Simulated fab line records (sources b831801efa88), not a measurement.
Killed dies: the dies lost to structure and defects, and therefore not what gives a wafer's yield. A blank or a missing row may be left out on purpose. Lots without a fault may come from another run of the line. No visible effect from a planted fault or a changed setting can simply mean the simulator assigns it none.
The same fault as seen by 2 desks :: flow sky130 :: what lay behind the numbers comes last; until then each desk has only its own

FOR THE TOOL OWNER'S DESK: plasma_asher-01
The tool's own readings at SKY_SONOS_ONO_STRIP_17 (strips in O2/N2): means of the sampled wafers that have a number, for each lot that ran on this tool. Marked OUT: a lot whose mean sits more than 4 standard deviations from the usual mean, which makes it out of limits; the brackets give that distance.
Columns: A = drypump_motor_current_A at SKY_SONOS_ONO_STRIP_17, usual 6.2 A; B = oes_product_au at SKY_SONOS_ONO_STRIP_17, usual 0.711 a.u.; C = strip_time_to_endpoint_s at SKY_SONOS_ONO_STRIP_17, usual 14.11 s
lot: L745
first seen here: day 12 09:29
A: 6.4
B: 0.710
C: 14.12

lot: L746
first seen here: day 12 17:11
A: 6.4
B: 0.712
C: 14.13

lot: L747
first seen here: day 12 18:35
A: 6.4
B: 0.710
C: 14.05

lot: L754
first seen here: day 15 12:48
A: 6.3
B: 0.930 (+51) OUT
C: -

lot: L761
first seen here: day 18 13:42
A: 6.4
B: 0.705
C: 14.15

lot: L764
first seen here: day 19 11:15
A: 6.4
B: 0.710
C: 14.15

lot: L766
first seen here: day 19 20:23
A: 6.4
B: 0.710
C: 14.04

lot: L768
first seen here: day 20 15:08
A: 6.4
B: 0.711
C: 14.08
This desk finds L754 out of limits, L754 being first, at day 15 12:48 (oes_product_au at SKY_SONOS_ONO_STRIP_17). L745, L746, L747, L761, L764, L766, L768: within limits.

THE METROLOGY DESK
What the gauges read, lot by lot, whatever tool the lot ran on: means of the sampled wafers that have a number. Marked OUT: a lot whose mean sits more than 4 standard deviations from the usual mean, which makes it out of limits; the brackets give that distance.
Columns: A = cd_nm at SKY_LDD_P_CD_MEAS_07, usual 379.4 nm
lot: L745
first seen here: day 18 21:30
A: 379.7

lot: L746
first seen here: day 18 22:20
A: 376.5

lot: L747
first seen here: day 18 23:00
A: 379.7

lot: L748
first seen here: day 19 14:26
A: 379.3

lot: L749
first seen here: day 20 03:43
A: 381.1

lot: L761
first seen here: day 25 09:03
A: 380.1

lot: L763
first seen here: day 26 03:18
A: 380.7

lot: L764
first seen here: day 26 04:35
A: 377.9

lot: L766
first seen here: day 26 13:17
A: 379.1

lot: L767
first seen here: day 27 02:42
A: 382.9

lot: L768
first seen here: day 27 10:18
A: 381.0
This desk's finding: nothing out of limits on any of the 11 lots.

TAKEN TOGETHER
On L754, at day 15 12:48, an alarm was possible from the tool owner's desk.
From the metrology desk's view, nothing was out of limits.
The metrology desk has no number on record for L754.
The lots listed all ran SKY_SONOS_ONO_STRIP_17 on plasma_asher-01.

WHAT THE SIMULATOR PUT IN
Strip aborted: plasma_asher-01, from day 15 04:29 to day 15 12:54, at SKY_SONOS_ONO_STRIP_17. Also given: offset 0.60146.
Struck lots among those shown: L754.
How many hours passed from the start of the fault until each desk's first out-of-limits reading: the tool owner's desk, 8.
